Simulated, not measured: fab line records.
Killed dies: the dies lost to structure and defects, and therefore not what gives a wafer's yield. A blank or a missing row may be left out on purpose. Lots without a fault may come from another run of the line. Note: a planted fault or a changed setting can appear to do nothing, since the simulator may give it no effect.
Matching of chambers -- flow sky130 -- rie diel-04 running SKY_VIA1_ETCH_15: 4 sister chambers
The step etches SiO2 in C4F8/O2/Ar, stops on TiN, target depth 351 nm, time 54 s. 8 wafers are shown with their chamber, then 7 later ones without.

WAFERS PAIRED WITH THEIR CHAMBERS
wafer,chamber,oes product au (a.u.),rf fwd power W (W)
L074.2,0,0.981,1496
L076.2,1,0.987,1489
L078.5,0,0.979,1489
L078.6,3,0.965,1492
L077.3,1,0.983,1483
L077.5,2,0.981,1486
L083.4,2,0.981,1483
L083.5,3,0.972,1483

WAFERS WITH NO CHAMBER GIVEN
wafer,oes product au (a.u.),rf fwd power W (W)
L083.6,0.969,1487
L087.1,0.981,1485
L087.2,0.968,1490
L087.4,0.987,1486
L095.1,0.986,1487
L095.5,0.978,1489
L095.6,0.969,1498

WHICH CHAMBER EACH ONE RAN IN
wafer,from the rows above,in truth
L083.6,3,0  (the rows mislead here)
L087.1,can't be placed: 2 or 1 or 0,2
L087.2,3,3
L087.4,can't be placed: 1 or 2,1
L095.1,can't be placed: 1 or 2 or 0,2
L095.5,can't be placed: 0 or 2 or 1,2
L095.6,can't be placed: 3 or 0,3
Correctly placed: 1 of 7. Unplaceable from these rows: 5, with the true chamber sitting among the candidates in 5. 1 placed wrongly.
How it was worked out, from the rows above alone: a wafer's distance from a chamber is the root of the sum, over the readings, of the square of ((its reading less the chamber's mean) divided by the reading's scatter). If the next closest chamber is less than 2 further off than the closest, the wafer can't be placed; otherwise it belongs to the closest. Each chamber's mean is taken over the wafers shown for it. The scatter: take each reading less its chamber's mean, square it, sum over the shown wafers, divide by the number of wafers less the number of chambers, and take the root.
